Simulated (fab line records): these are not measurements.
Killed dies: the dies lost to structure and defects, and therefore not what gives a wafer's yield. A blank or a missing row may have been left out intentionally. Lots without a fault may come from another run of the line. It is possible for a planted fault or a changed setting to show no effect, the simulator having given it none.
fab line records	flow sky130
record lots=5	wafers=15	lastDay=50
route steps=708 shown VIA1@474 METAL2@483 PAD_OPEN@708
lots untouched by any fault: they come from a run of this same line in which no faults occurred
startH: the number of hours between the record's first day and the start of the first shown wafer of the lot	waitH: hours elapsed since this lot's preceding step	" same as the row above	L1.1+2: a row that stands for several wafers	- no value, or no start was given	* or withheld: withheld	< > ~ a bound
route shown NAME@n: a module of which the file shows steps, and the number in the route of the first	usual: average and standard deviation across the fault-free wafers	same: alike in all rows	chamber/n: place in a boat	sites: each site's reading	_std_site: the standard deviation of these	_edge_site: inner sites' mean taken away from outer sites' mean	radiusMm: for every site, how far away it sits from the centre of the wafer	mask NAME#n: copy n	behind: the most recent tool/chamber to have shaped the wafer	hold: why the lot went on hold/how many hours it stayed there/how the hold came to an end	device: transistor that didn't switch, given as n, p or np	end of line: the route-end tests of the same wafers	where a step has no rows: the recipe by itself	killed: count of dies lost to structure and defects at first sort (not the wafer's yield)	map: per-die view of a wafer (x killed, . not killed, _ where there is no die)
set.NAME: the setting as run; set.NAME@STEP: as run at that earlier step	model.NAME: the simulator's own value behind a step, which no gauge read
lots at some steps of the route; a table a step, a row a wafer
services: a tool's chamber out of use, with start hour (startH, from the record's first day; less than 0 if before it), hours out, and reason
## steps
# step SKY_VIA1_STRIP_16
# recipe chemistry=O2/N2	powerW=1400	pressureMtorr=1500	platenTempC=withheld	o2FlowSccm=3000	n2FlowSccm=300	overashFraction=0.5
# usual drypumpMotorCurrentA=5.85/0.28	oesProductAu=0.414/0.0048	stripTimeToEndpointS=4.455/0.024
lot.wafer	tool	chamber	startH	waitH	drypumpMotorCurrentA	oesProductAu	rfHoursCounterH	stripTimeToEndpointS
L566.2	plasmaAsher-03	1	822.47	0.0	5.89	0.413	103	4.422
L566.4	"	0	"	"	5.54	0.414	-	4.431
L566.6	"	1	"	"	5.97	0.416	-	4.417
L570.2	plasmaAsher-02	0	862.13	0.0	5.62	0.411	11	4.446
L570.3	"	1	"	"	5.99	0.419	-	4.471
L570.4	"	0	"	"	5.62	0.411	-	4.454
L581.3	plasmaAsher-01	1	947.71	0.1	6.51	0.409	-	4.485
L581.4	"	0	"	"	6.26	0.425	-	4.490
L581.6	"	1	"	"	6.52	0.417	-	4.462
L582.1	plasmaAsher-03	0	948.96	0.0	5.52	0.421	116	4.488
L582.2	"	1	"	"	5.92	0.410	116	4.450
L582.6	"	1	"	"	5.89	0.403	-	4.465
L583.3	plasmaAsher-02	0	952.34	0.1	5.63	0.414	-	4.445
L583.5	"	0	"	"	5.61	0.408	-	4.468
L583.6	"	1	"	"	5.98	0.415	-	4.508
# step SKY_VIA1_STRIP_17
# recipe chemistry=postEtchResidueRemover	timeS=1200	tempC=72.5
# step SKY_VIA1_CLEAN_18
# recipe chemistry=IPA	timeS=180	tempC=25
# step SKY_VIA1_CLEAN_19
# recipe chemistry=O3/DIW	dry=n2Spin
# step SKY_VIA1_SPUTTER_20
# recipe material=TiN	targetThkNm=20	chamberPressurePa=5	powerW=4000	timeS=80
# usual throttleValvePct=29.8/0.92
lot.wafer	tool	chamber	startH	waitH	throttleValvePct
L566.2	pvdSputter-03	-	823.09	0.0	31.2
L566.4	"	-	"	"	31.3
L566.6	"	-	"	"	31.0
L570.2	pvdSputter-02	-	862.72	0.0	30.3
L570.3	"	-	"	"	29.5
L570.4	"	-	"	"	29.4
L581.3	pvdSputter-03	-	948.80	0.0	31.0
L581.4	"	-	"	"	31.1
L581.6	"	-	"	"	31.3
L582.1	pvdSputter-01	-	950.03	0.0	30.4
L582.2	"	-	"	"	29.5
L582.6	"	-	"	"	30.1
L583.3	pvdSputter-03	-	953.40	0.0	31.3
L583.5	"	-	"	"	31.2
L583.6	"	-	"	"	30.0
# step SKY_VIA1_CVD_21
# recipe material=W	targetThkNm=270	timeS=80.902	tempC=400	pressureTorr=40
# usual heaterPowerW=851/36
lot.wafer	tool	chamber	startH	waitH	heaterPowerW
L566.2	cvdW-01	1	823.15	0.0	793
L566.4	"	0	"	"	866
L566.6	"	1	"	"	794
L570.2	cvdW-02	1	862.78	0.0	843
L570.3	"	0	"	"	875
L570.4	"	1	"	"	842
L581.3	cvdW-02	0	948.89	0.1	879
L581.4	"	1	"	"	840
L581.6	"	1	"	"	853
L582.1	cvdW-02	0	950.09	0.0	872
L582.2	"	0	"	"	880
L582.6	"	0	"	"	876
L583.3	cvdW-02	0	953.52	0.1	877
L583.5	"	0	"	"	877
L583.6	"	0	"	"	888
# step SKY_VIA1_RS_MEAS_22
# recipe thkMeasGauge=four-point-probe	reads=W_of_VIA1_CVD_21+TiN_of_VIA1_SPUTTER_20
# usual VIA1_W_RS=0.426/0.0044
lot.wafer	tool	chamber	startH	waitH	VIA1_W_RS[ohm/sq]
L566.2	filmMetro-01	-	823.26	0.1	0.429
L566.4	"	-	"	"	0.425
L566.6	"	-	"	"	0.432
L570.2	filmMetro-02	-	862.90	0.1	0.422
L570.3	"	-	"	"	0.427
L570.4	"	-	"	"	0.429
L581.3	filmMetro-04	-	949.00	0.1	0.423
L581.4	"	-	"	"	0.425
L581.6	"	-	"	"	0.425
L582.1	filmMetro-02	-	950.28	0.2	0.423
L582.2	"	-	"	"	0.424
L582.6	"	-	"	"	0.421
L583.3	filmMetro-02	-	953.68	0.1	0.416
L583.5	"	-	"	"	0.426
L583.6	"	-	"	"	0.428
# step SKY_VIA1_THK_MEAS_23
# recipe thkMeasGauge=xrf	reads=W_of_VIA1_CVD_21
# usual VIA1_W_THK=270/3.8
lot.wafer	tool	chamber	startH	waitH	VIA1_W_THK[nm]
L566.2	filmMetro-01	-	823.37	0.1	270
L566.4	"	-	"	"	270
L566.6	"	-	"	"	267
L570.2	filmMetro-02	-	863.01	0.1	271
L570.3	"	-	"	"	266
L570.4	"	-	"	"	265
L581.3	filmMetro-04	-	949.10	0.1	271
L581.4	"	-	"	"	270
L581.6	"	-	"	"	271
L582.1	filmMetro-02	-	950.40	0.1	265
L582.2	"	-	"	"	264
L582.6	"	-	"	"	268
L583.3	filmMetro-02	-	953.78	0.1	271
L583.5	"	-	"	"	265
L583.6	"	-	"	"	263
# step SKY_VIA1_CMP_24
# recipe stopOn=SiO2	tOverpolishS=15	downForcePsi=3.5	platenRpm=60	targetThkNm=0	padVelocityMS=0.94248
# step SKY_METAL2_SPUTTER_00
# recipe material=Ti	targetThkNm=15	powerW=3000	timeS=10	chamberPressurePa=0.4
# step SKY_METAL2_SPUTTER_01
# recipe material=TiN	targetThkNm=20	powerW=6500	timeS=16.7	chamberPressurePa=0.4
# usual throttleValvePct=30.0/0.91
lot.wafer	tool	chamber	startH	waitH	throttleValvePct
L566.2	pvdSputter-04	-	823.74	0.0	29.6
L566.4	"	-	"	"	29.6
L566.6	"	-	"	"	29.4
L570.2	pvdSputter-03	-	863.38	0.0	30.0
L570.3	"	-	"	"	28.6
L570.4	"	-	"	"	31.0
L581.3	pvdSputter-03	-	949.46	0.0	30.9
L581.4	"	-	"	"	29.0
L581.6	"	-	"	"	31.1
L582.1	pvdSputter-04	-	950.78	0.0	30.7
L582.2	"	-	"	"	29.7
L582.6	"	-	"	"	28.8
L583.3	pvdSputter-01	-	954.15	0.0	28.8
L583.5	"	-	"	"	30.0
L583.6	"	-	"	"	28.9
# step SKY_METAL2_SPUTTER_02
# recipe material=AlCu	targetThkNm=250	powerW=10600	timeS=13.3	chamberPressurePa=0.4
# step SKY_METAL2_SPUTTER_03
# recipe material=Ti	targetThkNm=5	powerW=3000	timeS=3.3	chamberPressurePa=0.4
# usual throttleValvePct=30.0/0.89
lot.wafer	tool	chamber	startH	waitH	throttleValvePct	model.Ti_of_METAL2_SPUTTER_03.thkNm
L566.2	pvdSputter-04	-	823.79	0.0	29.5	4.822
L566.4	"	-	"	"	29.7	4.998
L566.6	"	-	"	"	29.5	4.931
L570.2	pvdSputter-03	-	863.43	0.0	30.2	4.977
L570.3	"	-	"	"	29.1	4.876
L570.4	"	-	"	"	30.8	4.885
L581.3	pvdSputter-03	-	949.51	0.0	30.8	4.993
L581.4	"	-	"	"	29.1	4.938
L581.6	"	-	"	"	30.9	4.718
L582.1	pvdSputter-04	-	950.83	0.0	30.9	4.782
L582.2	"	-	"	"	29.9	5.01
L582.6	"	-	"	"	28.9	4.778
L583.3	pvdSputter-01	-	954.20	0.0	28.6	4.978
L583.5	"	-	"	"	30.5	5.136
L583.6	"	-	"	"	28.8	4.923
# step SKY_METAL2_SPUTTER_04
# recipe material=TiN	targetThkNm=70	powerW=6500	timeS=58.3	chamberPressurePa=0.4
# usual throttleValvePct=30.0/0.86
lot.wafer	tool	chamber	startH	waitH	throttleValvePct
L566.2	pvdSputter-04	-	823.81	0.0	29.5
L566.4	"	-	"	"	29.7
L566.6	"	-	"	"	29.4
L570.2	pvdSputter-03	-	863.45	0.0	29.9
L570.3	"	-	"	"	28.9
L570.4	"	-	"	"	30.8
L581.3	pvdSputter-03	-	949.53	0.0	31.1
L581.4	"	-	"	"	28.9
L581.6	"	-	"	"	31.2
L582.1	pvdSputter-04	-	950.85	0.0	31.0
L582.2	"	-	"	"	29.4
L582.6	"	-	"	"	28.8
L583.3	pvdSputter-01	-	954.22	0.0	28.5
L583.5	"	-	"	"	30.4
L583.6	"	-	"	"	28.6
# step SKY_PAD_OPEN_PROBE_99
# usual defectLimitedYield=82.5/2	killed_at_M0_to_M3=42/6.6	killed_at_M4_up=3.1/1.9	killedAtContacts=25/5.7	killedAtFrontEnd=16/5	killedAtOther=0.2/0.38	killedDies=86/9.6	killedOpen=47/7.2	killedShort=39/6.2	sort_bin_3_pad_short=0.9/0.44	sort_bin_5_function=10.3/1.5	sort_bin_6_memory=6.2/1.1	sortNPass=406/9.6	sortYieldPct=82.5/2
# same grossDies=492	killedAtBackSide=0	sort_bin_4_leakage[%]=0	sort_bin_8_speed[%]=0
lot.wafer	tool	chamber	startH	waitH	defectLimitedYield[%]	killed_at_M0_to_M3	killed_at_M4_up	killedAtContacts	killedAtFrontEnd	killedAtOther	killedDies	killedOpen	killedShort	sort_bin_3_pad_short[%]	sort_bin_5_function[%]	sort_bin_6_memory[%]	sortNPass	sortYieldPct[%]
L566.2	prober-01	-	1099.98	0.1	84.6	52	1	17	6	0	76	37	39	1.0	9.3	5.1	416	84.6
L566.4	prober-01	-	1100.08	0.2	86.0	35	2	27	5	0	69	42	27	0.6	8.3	5.1	423	86.0
L566.6	prober-01	-	1100.18	0.2	84.3	43	2	25	7	0	77	34	43	1.0	8.5	6.1	415	84.3
L570.2	prober-01	-	1128.63	0.1	82.1	43	5	23	17	0	88	46	42	1.0	10.6	6.3	404	82.1
L570.3	prober-01	-	1128.68	0.2	79.7	50	2	23	25	0	100	54	46	0.4	13.4	6.5	392	79.7
L570.4	prober-01	-	1128.73	0.2	82.7	43	3	22	17	0	85	45	40	1.0	10.8	5.5	407	82.7
L581.3	prober-02	-	1189.86	0.2	79.7	51	1	24	24	0	100	65	35	0.8	11.6	7.9	392	79.7
L581.4	prober-02	-	1189.91	0.2	84.3	39	3	24	10	1	77	45	32	1.2	8.9	5.5	415	84.3
L581.6	prober-02	-	1190.01	0.2	83.3	44	8	14	16	0	82	45	37	0.6	7.3	8.7	410	83.3
L582.1	prober-01	-	1191.85	0.1	84.3	36	6	23	12	0	77	41	36	0.6	8.5	6.5	415	84.3
L582.2	prober-01	-	1191.90	0.1	82.5	42	5	25	14	0	86	46	40	1.4	10.6	5.5	406	82.5
L582.6	prober-01	-	1192.10	0.2	80.3	43	2	32	20	0	97	49	48	1.4	10.6	7.7	395	80.3
L583.3	prober-02	-	1193.45	0.2	85.0	34	3	21	16	0	74	39	35	0.6	9.3	5.1	418	85.0
L583.5	prober-02	-	1193.55	0.2	80.7	49	2	23	21	0	95	50	45	0.6	11.8	6.9	397	80.7
L583.6	prober-02	-	1193.60	0.2	83.9	38	5	21	13	2	79	46	33	1.4	8.9	5.7	413	83.9
# killed by level:class
L566.2 VIA1:geometricParticle:open=10 VIA1:geometricParticle:short=9 CONTACT:geometricParticle:open=7 METAL2:geometricParticle:short=7 VIA3:geometricParticle:open=6 METAL1:geometricParticle:short=6 METAL3:geometricParticle:short=5 LI_CONTACT:geometricParticle:open=4
L566.4 VIA1:geometricParticle:open=10 CONTACT:geometricParticle:open=9 LI_CONTACT:geometricParticle:open=8 CONTACT:geometricParticle:short=6 VIA2:geometricParticle:open=6 VIA2:geometricParticle:short=5 VIA3:geometricParticle:open=5 LOCAL_INTERCONNECT:geometricParticle:short=3
L566.6 VIA1:geometricParticle:short=10 CONTACT:geometricParticle:open=8 VIA3:geometricParticle:open=7 VIA1:geometricParticle:open=7 LOCAL_INTERCONNECT:geometricParticle:short=6 LI_CONTACT:geometricParticle:open=4 METAL1:geometricParticle:short=4 METAL3:geometricParticle:short=4
L570.2 LI_CONTACT:geometricParticle:open=14 VIA1:geometricParticle:open=10 VIA2:geometricParticle:open=7 METAL1:geometricParticle:short=6 FIELD_ISO:geometricParticle:short=5 METAL2:geometricParticle:short=5 METAL4:geometricParticle:short=5 VIA3:geometricParticle:open=4
L570.3 CONTACT:geometricParticle:open=9 VIA3:geometricParticle:open=9 VIA1:geometricParticle:open=8 METAL2:geometricParticle:short=7 POLY_GATE:geometricParticle:open=6 POLY_GATE:geometricParticle:short=5 LI_CONTACT:geometricParticle:open=5 CONTACT:geometricParticle:short=5
L570.4 METAL2:geometricParticle:short=11 CONTACT:geometricParticle:open=9 VIA1:geometricParticle:open=8 LI_CONTACT:geometricParticle:open=7 POLY_GATE:geometricParticle:short=5 METAL1:geometricParticle:short=5 VIA2:geometricParticle:open=4 VIA3:geometricParticle:open=4
L581.3 VIA1:geometricParticle:open=14 VIA2:geometricParticle:open=11 LI_CONTACT:geometricParticle:open=10 CONTACT:geometricParticle:open=8 VIA1:geometricParticle:short=6 POLY_GATE:geometricParticle:open=5 FIELD_ISO:geometricParticle:open=4 POLY_GATE:geometricParticle:short=4
L581.4 CONTACT:geometricParticle:open=14 METAL1:geometricParticle:short=9 VIA1:geometricParticle:open=6 VIA3:geometricParticle:open=5 LI_CONTACT:geometricParticle:open=4 METAL2:geometricParticle:short=4 POLY_GATE:geometricParticle:open=3 VIA3:geometricParticle:short=3
L581.6 VIA2:geometricParticle:open=13 VIA3:geometricParticle:open=12 METAL4:geometricParticle:short=8 FIELD_ISO:geometricParticle:short=7 VIA1:geometricParticle:open=7 FIELD_ISO:geometricParticle:open=5 LOCAL_INTERCONNECT:geometricParticle:short=4 CONTACT:geometricParticle:open=4
L582.1 CONTACT:geometricParticle:short=8 LI_CONTACT:geometricParticle:open=7 VIA1:geometricParticle:open=7 VIA1:geometricParticle:short=6 CONTACT:geometricParticle:open=5 METAL1:geometricParticle:open=4 METAL4:geometricParticle:short=4 METAL2:geometricParticle:short=4
L582.2 CONTACT:geometricParticle:short=8 VIA1:geometricParticle:open=8 VIA3:geometricParticle:open=7 VIA2:geometricParticle:open=6 CONTACT:geometricParticle:open=6 METAL2:geometricParticle:short=5 VIA1:geometricParticle:short=4 POLY_GATE:geometricParticle:short=4
L582.6 VIA1:geometricParticle:open=10 LI_CONTACT:geometricParticle:open=9 CONTACT:geometricParticle:open=9 FIELD_ISO:geometricParticle:short=7 CONTACT:geometricParticle:short=7 VIA3:geometricParticle:open=7 METAL1:geometricParticle:short=6 POLY_GATE:geometricParticle:short=5
L583.3 VIA3:geometricParticle:open=12 CONTACT:geometricParticle:open=11 FIELD_ISO:geometricParticle:open=7 METAL2:geometricParticle:short=4 LOCAL_INTERCONNECT:geometricParticle:short=4 METAL1:geometricParticle:short=4 VIA3:geometricParticle:short=4 POLY_GATE:geometricParticle:short=3
L583.5 VIA1:geometricParticle:open=9 LI_CONTACT:geometricParticle:open=7 CONTACT:geometricParticle:open=7 METAL1:geometricParticle:short=7 VIA1:geometricParticle:short=7 FIELD_ISO:geometricParticle:open=5 CONTACT:geometricParticle:short=5 METAL2:geometricParticle:short=5
L583.6 LI_CONTACT:geometricParticle:open=10 VIA1:geometricParticle:open=9 VIA1:geometricParticle:short=7 METAL1:geometricParticle:short=5 CONTACT:geometricParticle:open=5 VIA2:geometricParticle:open=5 METAL3:geometricParticle:short=5 VIA3:geometricParticle:open=5
## services
tool	chamber	startH	hours	kind
cvdW-01	0	805.01	13.3	repair
pvdSputter-04	-	814.06	4.8	repair
pvdSputter-03	-	827.06	14.2	repair
pvdSputter-01	2	829.80	-	consumableReplace:kit
pvdSputter-01	2	829.80	18.0	scheduledDown
pvdSputter-01	2	829.80	18.0	ventCycle
cvdW-02	0	833.48	6.2	repair
pvdSputter-03	-	834.33	1.8	repair
pvdSputter-03	-	844.26	2.0	repair
pvdSputter-03	-	852.36	2.8	repair
plasmaAsher-01	-	862.99	14.6	pm
cvdW-02	1	886.28	8.1	repair
pvdSputter-04	-	888.09	2.7	repair
pvdSputter-02	-	898.85	0.9	repair
cvdW-01	-	904.00	14.0	pm
cvdW-01	0	904.00	14.0	ventCycle
cvdW-01	1	904.00	14.0	ventCycle
pvdSputter-03	-	907.52	4.1	repair
cvdW-01	0	918.00	-	clean
pvdSputter-04	3	924.76	-	consumableReplace:kit
pvdSputter-04	3	924.76	18.0	scheduledDown
pvdSputter-04	3	924.76	18.0	ventCycle
cvdW-01	1	936.93	1.4	repair
cvdW-02	1	949.67	17.9	repair
## key
firstSign none at tools or gauges
modelEffect step=SKY_METAL2_SPUTTER_03	value=Ti_of_METAL2_SPUTTER_03.thkNm	without=4.879	struck=4.718
metAt SKY_METAL2_SPUTTER_03
struckWafers L581.6
onsetBetween 863.43 949.51
fault kind=processParameterDrift	tool=pvdSputter-03	chamber=-	onsetH=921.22	steps=SKY_METAL2_SPUTTER_03	channel=timeS	offset=*	shape=step	endH=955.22	actsIn=*	stated=*	scope=struckWafersOnly
